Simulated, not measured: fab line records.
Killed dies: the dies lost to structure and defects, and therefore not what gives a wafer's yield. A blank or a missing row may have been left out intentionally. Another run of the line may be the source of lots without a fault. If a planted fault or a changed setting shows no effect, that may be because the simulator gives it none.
fab line records | flow sky130
record: lots: 5 wafers: 23
route steps=708 shown GATE_OXIDE@188 POLY_GATE@224 LDD_N@247 LDD_P@257 LDD_HVN@269 LDD_HVP@280
startH: hours from the record's first day to the start of the lot's first wafer shown | waitH: hours since the lot's step before | " unchanged from the row above | L1.1+2: a row that stands for several wafers | - either no value or no given start | * or withheld: withheld | < > ~ a bound
route shown NAME@n: NAME is a module with steps in the file, n the number in the route of the first one | usual: mean and standard deviation over wafers with no fault | same: alike in all rows | chamber/n: place in a boat | sites: readings site by site | _std_site: how widely they spread, as a standard deviation | _edge_site: outer sites' mean less inner sites' | radiusMm: how far each site lies from the wafer's centre | mask NAME#n: copy n | behind: tool/chamber where the wafer was last shaped | hold: why the lot went on hold/how many hours it stayed there/how the hold came to an end | device: whichever transistor did not switch (one of n, p or np) | end of line: tests of these same wafers at the route's end | a step without rows: its recipe alone | killed: at the first sort, the dies lost to defects and structure; wafer yield is something else | map: shows each die of a wafer: x if killed, . if not, _ if none is there
set.NAME: the setting that was run; set.NAME@STEP: the one run at that earlier step | model.NAME: the simulator's own value behind a step, which no gauge read
lots where settings were altered on purpose, with a table for each step and a row for each wafer
== steps ==
step: SKY_GATE_OXIDE_OXIDATION_01
recipe: tempC: 900 ambient: O2 stabiliseS: 600 purgeS: 300 targetThkA: 102.68 oxTimeS: 1473
columns lot.wafer tool chamber startH waitH set.oxTimeS model.SiO2_of_GATE_OXIDE_OXIDATION_01.thkNm
L077.2 - - - 0.0 1327 9.657
L077.3 " - " " 1327 9.529
L077.4 " - " " 1327 9.637
L077.5 " - " " 1327 9.496
L077.6 " - " " 1327 9.579
L078.1 - - - 0.0 1622 10.58
L078.2 " - " " 1622 10.84
L078.3 " - " " 1622 10.81
L078.4 " - " " 1622 10.8
L078.5 " - " " 1622 10.78
L080.1 - - - 1.2 1606 10.82
L080.2 " - " " 1606 11.04
L080.4 " - " " 1606 10.91
L080.5 " - " " 1606 10.93
L080.6 " - " " 1606 10.77
L081.1 - - - 0.5 1642 11.38
L081.2 " - " " 1642 11.51
L081.3+5 " - " " 1642 11.48
L081.6 " - " " 1642 11.47
L082.1+4 furnace-02 0 351.63 1.3 1473 10.18
L082.5 " 0 " " 1473 10.39
step: SKY_GATE_OXIDE_IMPLANT_11
recipe: species: B energyKev: 10 doseCm2: 2.6e+12 tiltDeg: withheld
columns lot.wafer tool chamber startH waitH set.doseCm2
L077.2+5 implanter-01 0 329.73 0.0 2.65e+12
L077.3+4+6 " 0 " " 2.6e+12
L078.1+2+5 implanter-02 0 340.31 0.0 2.418e+12
L078.3+4 " 0 " " 2.6e+12
L080.1+2+4 implanter-01 0 364.61 0.0 2.746e+12
L080.5+6 " 0 " " 2.6e+12
L081.1+2+3+5+6 implanter-01 0 369.69 0.0 2.6e+12
L082.1+4+5 implanter-01 0 381.74 0.0 2.6e+12
step: SKY_GATE_OXIDE_WET_ETCH_12
recipe: chemistry: dHF targetDepthNm: 16.8 dry: n2Spin target: SiO2 dilution: 100:1 tempC: 25 timeS: 336
step: SKY_GATE_OXIDE_STRIP_13
recipe: chemistry: O2/N2 powerW: 1400 pressureMtorr: 1500 platenTempC: withheld o2FlowSccm: 3000 n2FlowSccm: 300 overashFraction: 0.5
step: SKY_GATE_OXIDE_TW_MEAS_14
usual: GATE_OXIDE_TW: 222.7/1.4
columns lot.wafer tool chamber startH waitH set.doseCm2@GATE_OXIDE_IMPLANT_11 GATE_OXIDE_TW
L077.2 filmMetro-01 - 330.11 0.1 2.65e+12 223.8
L077.3 " - " " 2.6e+12 223.8
L077.4 " - " " 2.6e+12 223.8
L077.5 " - " " 2.65e+12 224.6
L077.6 " - " " 2.6e+12 222.5
L078.1 filmMetro-01 - 340.66 0.1 2.418e+12 219.3
L078.2 " - " " 2.418e+12 218.9
L078.3 " - " " 2.6e+12 223.3
L078.4 " - " " 2.6e+12 224.3
L078.5 " - " " 2.418e+12 219.8
L080.1 filmMetro-02 - 364.96 0.1 2.746e+12 225.9
L080.2 " - " " 2.746e+12 226.0
L080.4 " - " " 2.746e+12 225.4
L080.5 " - " " 2.6e+12 223.4
L080.6 " - " " 2.6e+12 222.1
L081.1 filmMetro-02 - 370.04 0.1 2.6e+12 222.2
L081.2 " - " " 2.6e+12 222.4
L081.3 " - " " 2.6e+12 223.6
L081.5 " - " " 2.6e+12 222.3
L081.6 " - " " 2.6e+12 222.6
L082.1 filmMetro-02 - 382.10 0.1 2.6e+12 222.2
L082.4 " - " " 2.6e+12 222.7
L082.5 " - " " 2.6e+12 222.0
step: SKY_POLY_GATE_EXPOSE_10
recipe: maskId: P1M na: 0.68 sourceShape: conventional sigmaOuter: 0.6 targetCdNm: 150 doseMj: 28
columns lot.wafer tool chamber startH waitH mask set.doseMj
L077.2+6 krfScanner-01 0 - - P1M#0 28
L077.3+4+5 " 0 " " P1M#0 29.34
L078.1+2+3+4+5 krfScanner-01 0 - - P1M#0 28
L080.1+2 krfScanner-01 0 - - P1M#0 28
L080.4+5+6 " 0 " " P1M#0 29.28
L081.1+6 krfScanner-01 0 - - P1M#0 26.58
L081.2+3+5 " 0 " " P1M#0 28
L082.1+4+5 krfScanner-02 0 - - P1M#0 28
step: SKY_POLY_GATE_PEB_11
recipe: pebTempC: withheld pebTimeS: withheld resist: KrF-thick
step: SKY_POLY_GATE_DEVELOP_12
recipe: developTimeS: 60 resist: KrF-thick devTempC: 21
step: SKY_POLY_GATE_CD_MEAS_13
recipe: targetCdNm: 150
usual: cdNm: 150.8/1.3
columns lot.wafer tool chamber startH waitH set.doseMj@POLY_GATE_EXPOSE_10 cdNm
L077.2 cdSem-01 - 396.07 - 28 151.4
L077.3 " - " " 29.34 143.1
L077.4 " - " " 29.34 143.4
L077.5 " - " " 29.34 143.7
L077.6 " - " " 28 150.4
L078.1 cdSem-02 - 404.32 - 28 150.6
L078.2 " - " " 28 149.7
L078.3 " - " " 28 151.9
L078.4 " - " " 28 150.5
L078.5 " - " " 28 151.4
L080.1 cdSem-02 - 429.90 - 28 151.5
L080.2 " - " " 28 149.4
L080.4 " - " " 29.28 143.2
L080.5 " - " " 29.28 141.7
L080.6 " - " " 29.28 143.6
L081.1 cdSem-02 - 438.82 - 26.58 162.3
L081.2 " - " " 28 152.5
L081.3 " - " " 28 153.2
L081.5 " - " " 28 153.2
L081.6 " - " " 26.58 161.4
L082.1 cdSem-01 - 448.12 - 28 151.7
L082.4 " - " " 28 152.1
L082.5 " - " " 28 152.3
step: SKY_POLY_GATE_ETCH_15
recipe: chemistry: N2/H2 target: BARC ionEnergyEv: 200 sourceW: 500 biasW: 100 pressureMtorr: 30 n2FlowSccm: 100 h2FlowSccm: 200 stopOn: SiO2 timeS: 118.5 targetDepthA: 1100
columns lot.wafer tool chamber startH waitH set.ionEnergyEv set.timeS@SONOS_ONO_CVD_04 set.doseMj@POLY_GATE_EXPOSE_10 model.POLY_GATE.cdNm model.SiO2_of_SONOS_ONO_CVD_04.thkNm
L077.2 rieDiel-03 2 396.21 0.0 200 852.6 28 153.3 3.835
L077.3 " 0 " " 200 852.6 29.34 144.8 3.984
L077.4 " 3 " " 200 852.6 29.34 142.9 3.902
L077.5 " 3 " " 200 852.6 29.34 142.9 3.971
L077.6 " 0 " " 200 852.6 28 152.6 3.934
L078.1 rieDiel-03 3 404.48 0.0 200 785.6 28 150.9 3.222
L078.2 " 0 " " 190.2 785.6 28 150.7 3.258
L078.3 " 2 " " 200 785.6 28 154 3.172
L078.4 " 1 " " 190.2 785.6 28 148.3 3.292
L078.5 " 2 " " 190.2 785.6 28 153.5 3.223
L080.1 rieDiel-03 1 430.06 0.0 200 786.6 28 149 3.343
L080.2 " 2 " " 217.6 786.6 28 151.8 3.251
L080.4 " 3 " " 200 786.6 29.28 142.5 3.493
L080.5 " 3 " " 200 786.6 29.28 140.8 3.496
L080.6 " 0 " " 217.6 786.6 29.28 143 3.251
L081.1 rieDiel-04 0 438.98 0.0 200 842.3 26.58 164.8 3.708
L081.2 " 1 " " 185.9 842.3 28 155.7 3.826
L081.3 " 3 " " 185.9 842.3 28 154.2 3.675
L081.5 " 1 " " 200 842.3 28 155.9 3.794
L081.6 " 2 " " 200 842.3 26.58 164 3.726
L082.1 rieDiel-03 3 448.28 0.0 200 900 28 150.6 4.147
L082.4 " 2 " " 200 900 28 153.6 4.089
L082.5 " 1 " " 200 900 28 151.1 4.033
step: SKY_POLY_GATE_ETCH_16
recipe: stopOn: poly-Si chemistry: CH3F/O2 target: Si3N4 sourceW: 400 biasW: 80 pressureMtorr: 25 ch3fFlowSccm: 40 O2_flow_sccm: 30 timeS: 147.5 targetDepthA: 750
step: SKY_POLY_GATE_ETCH_17
recipe: targetDepthNm: 180 stopOn: SiO2 overEtchFrac: 0.56667 chemistry: HBr/Cl2 target: poly-Si icpW: 400 biasW: 100 pressureMtorr: 10 HBr_flow_sccm: 150 Cl2_flow_sccm: 50 timeS: 69.55
columns lot.wafer tool chamber startH waitH set.doseMj@POLY_GATE_EXPOSE_10 model.POLY_GATE.cdNm
L077.2 rieSi-02 1 396.39 0.0 28 152.7
L077.3 " 0 " " 29.34 144.9
L077.4 " 2 " " 29.34 143.9
L077.5 " 1 " " 29.34 143.4
L077.6 " 0 " " 28 153.4
L078.1 rieSi-01 2 404.66 0.0 28 150.9
L078.2 " 0 " " 28 152
L078.3 " 3 " " 28 151.4
L078.4 " 1 " " 28 146.3
L078.5 " 1 " " 28 150.8
L080.1 rieSi-02 0 430.24 0.0 28 150.6
L080.2 " 3 " " 28 151.7
L080.4 " 2 " " 29.28 143.8
L080.5 " 3 " " 29.28 141.7
L080.6 " 2 " " 29.28 144.3
L081.1 rieSi-02 2 439.16 0.0 26.58 165.4
L081.2 " 1 " " 28 156.4
L081.3 " 3 " " 28 154.2
L081.5 " 3 " " 28 156.5
L081.6 " 2 " " 26.58 164.6
L082.1 rieSi-02 3 448.46 0.0 28 151.3
L082.4 " 1 " " 28 154
L082.5 " 3 " " 28 151.1
step: SKY_POLY_GATE_STRIP_18
recipe: chemistry: O2/N2 powerW: 1400 pressureMtorr: 1500 platenTempC: withheld o2FlowSccm: 3000 n2FlowSccm: 300 overashFraction: 0.5
step: SKY_POLY_GATE_CLEAN_19
recipe: chemistry: SC1/SC2 mix: 1:4:20 tempC: 70 timeS: 150 dry: n2Spin
step: SKY_POLY_GATE_OXIDATION_20
recipe: tempC: 850 ambient: O2 stabiliseS: 600 purgeS: 300 targetThkA: 40 oxTimeS: 899
step: SKY_POLY_GATE_CD_MEAS_22
usual: cdNm: 151.8/2.7
columns lot.wafer tool chamber startH waitH set.doseMj@POLY_GATE_EXPOSE_10 cdNm
L077.2 cdSem-02 - 398.64 0.1 28 152.6
L077.3 " - " " 29.34 144.9
L077.4 " - " " 29.34 143.7
L077.5 " - " " 29.34 143.2
L077.6 " - " " 28 153.2
L078.1 cdSem-02 - 409.06 0.1 28 151.2
L078.2 " - " " 28 151.9
L078.3 " - " " 28 151.3
L078.4 " - " " 28 146.7
L078.5 " - " " 28 150.7
L080.1 cdSem-02 - 433.17 0.1 28 150.6
L080.2 " - " " 28 151.7
L080.4 " - " " 29.28 143.8
L080.5 " - " " 29.28 141.7
L080.6 " - " " 29.28 143.9
L081.1 cdSem-01 - 440.67 0.1 26.58 165.4
L081.2 " - " " 28 156.4
L081.3 " - " " 28 154.2
L081.5 " - " " 28 156.2
L081.6 " - " " 26.58 164.5
L082.1 cdSem-02 - 449.97 0.1 28 151.3
L082.4 " - " " 28 154.1
L082.5 " - " " 28 150.9
step: SKY_LDD_N_IMPLANT_10
recipe: species: As energyKev: 20 doseCm2: 7.5e+13 tiltDeg: withheld rotationDeg: 203
columns lot.wafer tool chamber startH waitH set.energyKev model.implant.rpNm model.implant.drpNm
L077.2+3 implanter-03 0 428.90 0.1 20.79 15.71 7.408
L077.4+5+6 " 0 " " 20 15.27 7.212
L078.1+4+5 implanter-03 0 439.59 0.1 20 16.06 7.212
L078.2+3 " 0 " " 20.86 16.56 7.426
L080.1+2+6 implanter-03 0 465.11 0.1 19.46 15.81 7.076
L080.4+5 " 0 " " 20 16.13 7.212
L081.1+2 implanter-01 0 472.16 0.1 20 16 7.212
L081.3+5+6 " 0 " " 19.63 15.78 7.119
L082.1+4+5 implanter-02 0 481.64 0.1 20 15.65 7.212
step: SKY_LDD_P_COAT_02
recipe: resist: NOVOLAK spinRpm: 3000 resistThkNm: 1140
columns lot.wafer tool chamber startH waitH set.spinRpm model.NOVOLAK_of_LDD_P_COAT_02.thkNm
L077.2 lithoTrack-02 0 445.78 0.1 3000 1144
L077.3 " 0 " " 2793 1184
L077.4 " 0 " " 2793 1180
L077.5 " 0 " " 3000 1139
L077.6 " 0 " " 3000 1136
L078.1+2 lithoTrack-02 0 456.15 0.1 3111 1122
L078.3 " 0 " " 3000 1140
L078.4 " 0 " " 3111 1125
L078.5 " 0 " " 3000 1145
L080.1 lithoTrack-02 0 481.95 0.1 3000 1142
L080.2+6 " 0 " " 3000 1138
L080.4 " 0 " " 3000 1141
L080.5 " 0 " " 3000 1139
L081.1 lithoTrack-02 0 489.15 0.1 2883 1165
L081.2 " 0 " " 3000 1142
L081.3 " 0 " " 2883 1166
L081.5 " 0 " " 3000 1145
L081.6 " 0 " " 3000 1144
L082.1 lithoTrack-02 0 498.10 0.1 3000 1141
L082.4 " 0 " " 3000 1146
L082.5 " 0 " " 3000 1143
step: SKY_LDD_P_DEVELOP_06
recipe: resist: NOVOLAK developer: TMAH developTimeS: 60 devTempC: 23
columns lot.wafer tool chamber startH waitH set.developTimeS
L077.2+3+5 lithoTrack-01 0 461.39 0.1 60
L077.4+6 " 0 " " 55.71
L078.1+5 lithoTrack-01 0 470.77 0.1 53.93
L078.2+3+4 " 0 " " 60
L080.1+2+4+5+6 lithoTrack-02 0 497.65 0.1 60
L081.1+2+3+5+6 lithoTrack-01 0 504.72 0.1 60
L082.1+4+5 lithoTrack-01 0 513.47 0.1 60
step: SKY_LDD_P_CD_MEAS_07
recipe: targetCdNm: 380
usual: cdNm: 381.6/2.8
columns lot.wafer tool chamber startH waitH set.developTimeS@LDD_P_DEVELOP_06 cdNm
L077.2 cdSem-01 - 461.54 0.1 60 385.4
L077.3 " - " " 60 379.2
L077.4 " - " " 55.71 370.3
L077.5 " - " " 60 383.9
L077.6 " - " " 55.71 375.0
L078.1 cdSem-02 - 470.92 0.1 53.93 372.1
L078.2 " - " " 60 383.0
L078.3 " - " " 60 384.0
L078.4 " - " " 60 385.5
L078.5 " - " " 53.93 371.9
L080.1 cdSem-02 - 497.80 0.1 60 382.7
L080.2 " - " " 60 383.2
L080.4 " - " " 60 384.8
L080.5 " - " " 60 383.1
L080.6 " - " " 60 382.4
L081.1 cdSem-01 - 504.87 0.1 60 378.7
L081.2 " - " " 60 380.6
L081.3 " - " " 60 379.4
L081.5 " - " " 60 378.5
L081.6 " - " " 60 380.4
L082.1 cdSem-01 - 513.62 0.1 60 383.9
L082.4 " - " " 60 381.9
L082.5 " - " " 60 385.0
step: SKY_LDD_P_IMPLANT_09
recipe: species: BF2 energyKev: 25 doseCm2: 1e+13 tiltDeg: withheld
step: SKY_LDD_P_STRIP_10
recipe: chemistry: O2/N2 powerW: 1400 pressureMtorr: 1500 platenTempC: withheld o2FlowSccm: 3000 n2FlowSccm: 300 overashFraction: 0.5
usual: stripTimeToEndpointS: 14.18/0.041
columns lot.wafer tool chamber startH waitH set.spinRpm@LDD_P_COAT_02 stripTimeToEndpointS
L077.2 plasmaAsher-01 0 461.83 0.1 3000 14.22
L077.3 " 0 " " 2793 14.65
L077.4 " 1 " " 2793 14.60
L077.5 " 0 " " 3000 14.17
L077.6 " 1 " " 3000 14.12
L078.1 plasmaAsher-01 0 471.22 0.1 3111 13.98
L078.2 " 1 " " 3111 13.97
L078.3 " 1 " " 3000 14.16
L078.4 " 0 " " 3111 14.00
L078.5 " 0 " " 3000 14.25
L080.1 plasmaAsher-01 1 498.11 0.1 3000 14.21
L080.2 " 0 " " 3000 14.16
L080.4 " 1 " " 3000 14.20
L080.5 " 0 " " 3000 14.17
L080.6 " 1 " " 3000 14.14
L081.1 plasmaAsher-02 0 505.17 0.1 2883 14.44
L081.2 " 1 " " 3000 14.19
L081.3 " 0 " " 2883 14.45
L081.5 " 1 " " 3000 14.23
L081.6 " 0 " " 3000 14.22
L082.1 plasmaAsher-04 0 513.92 0.1 3000 14.20
L082.4 " 1 " " 3000 14.26
L082.5 " 0 " " 3000 14.20
step: SKY_LDD_HVN_COAT_02
recipe: resist: NOVOLAK spinRpm: 3000 resistThkNm: 300
columns lot.wafer tool chamber startH waitH set.resistThkNm model.NOVOLAK_of_LDD_HVN_COAT_02.thkNm
L077.2 lithoTrack-01 0 477.19 0.1 317.3 317.5
L077.3 " 0 " " 300 301.1
L077.4 " 0 " " 317.3 317.8
L077.5 " 0 " " 300 299.9
L077.6 " 0 " " 300 299.7
L078.1 lithoTrack-01 0 487.02 0.1 283.8 284.9
L078.2 " 0 " " 300 301
L078.3 " 0 " " 283.8 285.3
L078.4 " 0 " " 283.8 284.2
L078.5 " 0 " " 300 301.5
L080.1 lithoTrack-04 0 513.24 0.1 300 299.9
L080.2+6 " 0 " " 300 299.5
L080.4 " 0 " " 300 299.6
L080.5 " 0 " " 300 299
L081.1 lithoTrack-03 0 520.82 0.1 289.2 288.5
L081.2 " 0 " " 300 299.5
L081.3 " 0 " " 289.2 289.3
L081.5 " 0 " " 300 299.8
L081.6 " 0 " " 289.2 288.3
L082.1 lithoTrack-01 0 528.92 0.1 300 300.8
L082.4 " 0 " " 300 300
L082.5 " 0 " " 300 300.1
step: SKY_LDD_HVN_SOFTBAKE_03
recipe: tempC: 90 timeS: 60 resist: NOVOLAK
step: SKY_LDD_HVN_EXPOSE_04
recipe: maskId: HVNTM na: 0.6 sourceShape: conventional sigmaOuter: 0.6 polarization: unpolarized targetCdNm: 700 doseMj: 127
step: SKY_LDD_HVN_IMPLANT_08
recipe: species: P energyKev: 60 doseCm2: 3e+13 tiltDeg: 40
step: SKY_LDD_HVN_STRIP_09
recipe: chemistry: O2/N2 powerW: 1400 pressureMtorr: 1500 platenTempC: withheld o2FlowSccm: 3000 n2FlowSccm: 300 overashFraction: 0.5
usual: stripTimeToEndpointS: 4.132/0.016
columns lot.wafer tool chamber startH waitH set.resistThkNm@LDD_HVN_COAT_02 stripTimeToEndpointS
L077.2 plasmaAsher-02 0 493.60 0.1 317.3 4.346
L077.3 " 1 " " 300 4.144
L077.4 " 0 " " 317.3 4.371
L077.5 " 0 " " 300 4.129
L077.6 " 1 " " 300 4.137
L078.1 plasmaAsher-03 1 503.10 0.1 283.8 3.940
L078.2 " 0 " " 300 4.141
L078.3 " 0 " " 283.8 3.933
L078.4 " 1 " " 283.8 3.905
L078.5 " 0 " " 300 4.160
L080.1 plasmaAsher-01 0 528.81 0.1 300 4.123
L080.2 " 1 " " 300 4.126
L080.4 " 0 " " 300 4.128
L080.5 " 1 " " 300 4.127
L080.6 " 0 " " 300 4.125
L081.1 plasmaAsher-03 0 536.31 0.1 289.2 3.976
L081.2 " 1 " " 300 4.113
L081.3 " 0 " " 289.2 3.987
L081.5 " 0 " " 300 4.118
L081.6 " 1 " " 289.2 3.986
L082.1 plasmaAsher-01 0 544.67 0.1 300 4.146
L082.4 " 0 " " 300 4.126
L082.5 " 1 " " 300 4.122
step: SKY_LDD_HVP_COAT_02
recipe: resist: NOVOLAK spinRpm: 3000 resistThkNm: 300
columns lot.wafer tool chamber startH waitH set.spinRpm model.NOVOLAK_of_LDD_HVP_COAT_02.thkNm
L077.2 lithoTrack-02 0 508.78 0.1 2896 306.7
L077.3 " 0 " " 2896 306.3
L077.4 " 0 " " 3000 301
L077.5 " 0 " " 3000 300.8
L077.6 " 0 " " 2896 305.4
L078.1 lithoTrack-01 0 518.87 0.1 2925 303.8
L078.2 " 0 " " 2925 303.2
L078.3 " 0 " " 2925 303.6
L078.4 " 0 " " 3000 299.6
L078.5 " 0 " " 3000 300.2
L080.1+4 lithoTrack-01 0 544.07 0.1 2925 304.5
L080.2 " 0 " " 3000 300.9
L080.5 " 0 " " 3000 301.4
L080.6 " 0 " " 3000 300.3
L081.1 lithoTrack-02 0 551.45 0.1 3000 301.8
L081.2 " 0 " " 3190 290.7
L081.3 " 0 " " 3190 291.7
L081.5 " 0 " " 3000 300.7
L081.6 " 0 " " 3190 291.1
L082.1 lithoTrack-04 0 559.54 0.1 3000 301.7
L082.4 " 0 " " 3000 302.3
L082.5 " 0 " " 3000 301.8
== key ==
split: step: SKY_GATE_OXIDE_OXIDATION_01 setting: oxTimeS stated: 1473 by: lot
response: step: SKY_GATE_OXIDE_OXIDATION_01 reading: model.SiO2_of_GATE_OXIDE_OXIDATION_01.thkNm change: +0.0747 per: 1% r: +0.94
split: step: SKY_GATE_OXIDE_IMPLANT_11 setting: doseCm2 stated: 2.6e+12 by: wafer
response: step: SKY_GATE_OXIDE_TW_MEAS_14 reading: GATE_OXIDE_TW change: +0.592 per: 1% r: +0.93
split: step: SKY_POLY_GATE_EXPOSE_10 setting: doseMj stated: 28 by: wafer
response: step: SKY_POLY_GATE_CD_MEAS_13 reading: cdNm change: -1.66 per: 1% r: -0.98
response: step: SKY_POLY_GATE_ETCH_15 reading: model.POLY_GATE.cdNm change: -1.86 per: 1% r: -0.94
response: step: SKY_POLY_GATE_ETCH_17 reading: model.POLY_GATE.cdNm change: -1.82 per: 1% r: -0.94
response: step: SKY_POLY_GATE_CD_MEAS_22 reading: cdNm change: -1.83 per: 1% r: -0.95
split: step: SKY_POLY_GATE_ETCH_15 setting: ionEnergyEv stated: 200 by: wafer
response none clear
split: step: SKY_LDD_N_IMPLANT_10 setting: energyKev stated: 20 by: wafer
response: step: SKY_LDD_N_IMPLANT_10 reading: model.implant.rpNm change: +0.115 per: 1% r: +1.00
response: step: SKY_LDD_N_IMPLANT_10 reading: model.implant.drpNm change: +0.0499 per: 1% r: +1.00
split: step: SKY_LDD_P_COAT_02 setting: spinRpm stated: 3000 by: wafer
response: step: SKY_LDD_P_COAT_02 reading: model.NOVOLAK_of_LDD_P_COAT_02.thkNm change: -5.86 per: 1% r: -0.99
response: step: SKY_LDD_P_STRIP_10 reading: stripTimeToEndpointS change: * per: 1% r: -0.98
split: step: SKY_LDD_P_DEVELOP_06 setting: developTimeS stated: 60 by: wafer
response: step: SKY_LDD_P_CD_MEAS_07 reading: cdNm change: +1.28 per: 1% r: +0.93
split: step: SKY_LDD_HVN_COAT_02 setting: resistThkNm stated: 300 by: wafer
response: step: SKY_LDD_HVN_COAT_02 reading: model.NOVOLAK_of_LDD_HVN_COAT_02.thkNm change: +3.04 per: 1% r: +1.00
response: step: SKY_LDD_HVN_STRIP_09 reading: stripTimeToEndpointS change: * per: 1% r: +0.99
split: step: SKY_LDD_HVP_COAT_02 setting: spinRpm stated: 3000 by: wafer
response: step: SKY_LDD_HVP_COAT_02 reading: model.NOVOLAK_of_LDD_HVP_COAT_02.thkNm change: -1.55 per: 1% r: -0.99
split outsideThisFile step=SKY_SONOS_ONO_CVD_04 setting=timeS
split outsideThisFile: this setting was split too, and the file shows its column; the key of that split is in another file
